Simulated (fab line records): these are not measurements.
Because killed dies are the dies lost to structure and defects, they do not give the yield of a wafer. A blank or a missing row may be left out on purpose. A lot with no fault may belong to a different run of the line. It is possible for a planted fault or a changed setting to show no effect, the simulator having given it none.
Struck lot and sound lot, side by side    flow sky130    25 steps out of a route of 708
Sound: these wafers, L625.2, L625.4, L625.5. Wafers L629.2, L629.4, L629.6 were the ones struck. The cause is named last.
Order at every step that has rows: each side's tool, ch and its chambers, its first start. Under that, the readings that differ: sound wafers    struck wafers    difference of the means    sigmas: that difference in standard deviations of wafers without a fault.
alike: a reading whose means differ by less than 2 such deviations, as well as words and numbers matching on both sides. not compared: withheld readings; readings where some wafer has no value; bounds like >300 that might hide an equal value; numbers whose values overlap and for which the record gives no deviation.
Wherever a step has rows on one side only, a row that says differs or no value, or a row with sigmas, the two part there. Numbers that don't overlap but have no deviation are shown without sigmas and don't part them. A reading that every wafer of one side lacks parts them only if that side has two wafers or more.

SKY_VIA1_THK_MEAS_23: measures by xrf.
  struck on film-metro-02, day 39 08:43; sound on film-metro-04, day 38 13:28
reading          sound        struck       difference  sigmas
VIA1_W_THK (nm)  272 273 278  267 267 266  -8          -2
then, 1 step without rows for these wafers: SKY_VIA1_CMP_24 (polishes, stops on SiO2, t overpolish 15 s, target thk 0 nm).
SKY_METAL2_SPUTTER_00: material Ti, target thk 15 nm, time 10 s.
  struck on pvd-sputter-02, day 39 09:04; sound on pvd-sputter-02, day 38 13:49
  alike: throttle-valve-pct
SKY_METAL2_SPUTTER_01: material TiN, target thk 20 nm, time 16.7 s.
  struck on pvd-sputter-02, day 39 09:05; sound on pvd-sputter-02, day 38 13:50
  alike: throttle-valve-pct
SKY_METAL2_SPUTTER_02: material AlCu, target thk 250 nm, time 13.3 s.
  struck on pvd-sputter-02, day 39 09:07; sound on pvd-sputter-02, day 38 13:52
  alike: throttle-valve-pct
then, 1 step without rows for these wafers: SKY_METAL2_SPUTTER_03 (material Ti, target thk 5 nm, time 3.3 s).
SKY_METAL2_SPUTTER_04: material TiN, target thk 70 nm, time 58.3 s.
  struck on pvd-sputter-02, day 39 09:10; sound on pvd-sputter-02, day 38 13:54
  alike: throttle-valve-pct
SKY_METAL2_RS_MEAS_05: measures by four-point-probe.
  struck on film-metro-03, day 39 09:13; sound on film-metro-04, day 38 13:58
  alike: METAL2_ALCU_RS
SKY_METAL2_THK_MEAS_06: measures by xrf.
  struck on film-metro-03, day 39 09:20; sound on film-metro-04, day 38 14:05
  alike: METAL2_ALCU_THK
then, 3 steps without rows for these wafers: SKY_METAL2_DEHYDRATE_07 (time 60 s); SKY_METAL2_HMDS_08 (prime time 60 s); SKY_METAL2_COAT_09 (resist thk 60 nm).
SKY_METAL2_COAT_10: resist thk 450 nm.
  sound on litho-track-04 ch 0, day 39 02:00; struck on litho-track-04 ch 0, day 39 21:00
reading                                        sound                 struck                difference  sigmas
spin-speed-rpm (rpm)                           2999.7 2999.6 2999.3  2575.2 2577.4 2578.7  -422.4      -99 or more
model.KrF-thick_of_METAL2_COAT_10.thk-nm (nm)  448.9 448.3 447.9     486.2 485.3 485.3     +37.2       
  alike: resist-line-temp-C
then, 4 steps without rows for these wafers: SKY_METAL2_SOFTBAKE_11 (time 91.89 s); SKY_METAL2_EXPOSE_12 (exposes mask MM2, target cd 140 nm); SKY_METAL2_PEB_13; SKY_METAL2_DEVELOP_14 (develop time 60 s).
SKY_METAL2_CD_MEAS_15: the cd target is 140 nm.
  struck on cd-sem-02, day 40 10:39; sound on cd-sem-02, day 39 15:19
  alike: cd-nm
SKY_METAL2_OVL_MEAS_16:
  struck on overlay-01, day 40 10:45; sound on overlay-02, day 39 15:25
  alike: METAL2_OVL
SKY_METAL2_DESCUM_17: chemistry O2, time 8 s.
  sound on rie-metal-02 ch 0,1, day 39 15:27; struck on rie-metal-04 ch 0,1, day 40 10:47
  alike: drypump-motor-current-A, oes-product-au
  not compared: rf-hours-counter-h
then, 1 step without rows for these wafers: SKY_METAL2_ETCH_18 (etches BARC in N2/H2, stops on SiO2, time 45.9 s, target depth 60 nm).
SKY_METAL2_METAL_ETCH_19: etches the open film in Cl2/BCl3, stops on SiO2, target depth 360 nm, time 78 s.
  sound on rie-metal-02 ch 0,1, day 39 15:32; struck on rie-metal-04 ch 0,1, day 40 10:53
reading                                        sound              struck           difference  sigmas
model.KrF-thick_of_METAL2_COAT_10.thk-nm (nm)  153.9 151.8 160.5  183.5 190.1 184  +30.5       
  alike: bcl3-flow-sccm, drypump-motor-current-A, oes-product-au, throttle-valve-pct
  not compared: rf-hours-counter-h
SKY_METAL2_STRIP_20: strips in O2/N2.
  sound on plasma-asher-03 ch 0,1, day 39 15:38; struck on plasma-asher-02 ch 0, day 40 10:58
reading                       sound              struck             difference  sigmas
oes-product-au (a.u.)         0.340 0.345 0.343  0.358 0.354 0.358  +0.014      +3
strip-time-to-endpoint-s (s)  2.64 2.64 2.71     2.97 3.05 2.99     +0.34       +6
  alike: drypump-motor-current-A
  not compared: rf-hours-counter-h
then, 2 steps without rows for these wafers: SKY_METAL2_STRIP_21 (strips in post etch residue remover, time 1200 s); SKY_PAD_OPEN_PROBE_99.

WHERE THEY PART
Earliest at SKY_VIA1_THK_MEAS_23; latest, in this record, at SKY_METAL2_STRIP_20.

WHY: whatever the simulator had introduced
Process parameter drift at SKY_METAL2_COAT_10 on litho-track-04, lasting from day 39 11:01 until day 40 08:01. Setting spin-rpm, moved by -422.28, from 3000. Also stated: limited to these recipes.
